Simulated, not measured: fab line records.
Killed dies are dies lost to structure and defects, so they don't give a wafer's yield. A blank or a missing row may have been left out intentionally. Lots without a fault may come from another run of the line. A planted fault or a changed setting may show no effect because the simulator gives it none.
Matching of chambers | flow sky130 | SKY_VIA1_ETCH_14 on rieDiel-04: 4 sister chambers
The step etches BARC in N2/H2, stops on SiO2, time 45.9 s, target depth 60 nm. 18 wafers are shown with their chamber, then 9 later ones without.

WAFERS WITH THEIR CHAMBER
wafer  | chamber | drypumpMotorCurrentA (A) | n2FlowSccm (sccm) | oesProductAu (a.u.)
L076.2 | 1       | 5.0                      | 99.7              | 0.864
L076.4 | 3       | 6.0                      | 100.1             | 0.858
L076.5 | 3       | 6.0                      | 99.9              | 0.858
L080.1 | 1       | 5.0                      | 100.4             | 0.853
L080.2 | 0       | 5.4                      | 99.7              | 0.854
L080.5 | 3       | 6.0                      | 100.4             | 0.848
L082.1 | 2       | 4.9                      | 99.7              | 0.857
L082.4 | 1       | 5.0                      | 99.9              | 0.853
L082.6 | 3       | 5.9                      | 99.9              | 0.848
L085.1 | 3       | 6.0                      | 100.1             | 0.850
L085.2 | 1       | 4.9                      | 101.1             | 0.859
L085.6 | 3       | 6.0                      | 100.2             | 0.863
L087.2 | 2       | 4.9                      | 99.9              | 0.855
L087.4 | 1       | 5.0                      | 99.6              | 0.852
L087.5 | 2       | 4.9                      | 100.0             | 0.847
L091.1 | 3       | 5.9                      | 100.2             | 0.852
L091.3 | 2       | 4.9                      | 100.3             | 0.841
L091.4 | 1       | 5.0                      | 99.8              | 0.859

SIGNATURES (means of the wafers above)
reading              | chamber 0 | chamber 1 | chamber 2 | chamber 3 | scatter within a chamber
drypumpMotorCurrentA | 5.400     | 4.983     | 4.900     | 5.971     | 0.0402
n2FlowSccm           | 99.700    | 100.083   | 99.975    | 100.114   | 0.378
oesProductAu         | 0.85400   | 0.85667   | 0.85000   | 0.85386   | 0.00587
Rule: distance of a wafer from a chamber = root of the sum over the readings of ((wafer's reading minus chamber's mean) / reading's scatter) squared. If the next closest chamber is less than 2 further off than the closest, the wafer can't be placed; otherwise it belongs to the closest. How the scatter is found: for the shown wafers, subtract from each reading the mean of its chamber, square and add these, divide the total by (wafers less chambers), then take the root.

WAFERS WHOSE CHAMBER IS MISSING
wafer  | drypumpMotorCurrentA (A) | n2FlowSccm (sccm) | oesProductAu (a.u.)
L092.3 | 5.4                      | 99.5              | 0.855
L092.4 | 4.9                      | 99.8              | 0.861
L092.5 | 4.9                      | 99.5              | 0.851
L095.3 | 4.9                      | 100.0             | 0.855
L095.4 | 6.0                      | 100.4             | 0.855
L095.5 | 6.0                      | 99.8              | 0.852
L096.2 | 6.0                      | 100.3             | 0.853
L096.3 | 5.5                      | 99.8              | 0.844
L096.4 | 4.9                      | 100.2             | 0.856

EACH ONE'S CHAMBER
wafer  | from the rows above     | in truth
L092.3 | 0                       | 0
L092.4 | can't be placed: 2 or 1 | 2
L092.5 | can't be placed: 2 or 1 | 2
L095.3 | can't be placed: 2 or 1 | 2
L095.4 | 3                       | 3
L095.5 | 3                       | 3
L096.2 | 3                       | 3
L096.3 | 0                       | 0
L096.4 | can't be placed: 2 or 1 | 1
Correctly placed: 5 of 9. Not placeable from these rows: 4 (in 4, the candidates include the true chamber). Placed wrongly: 0.
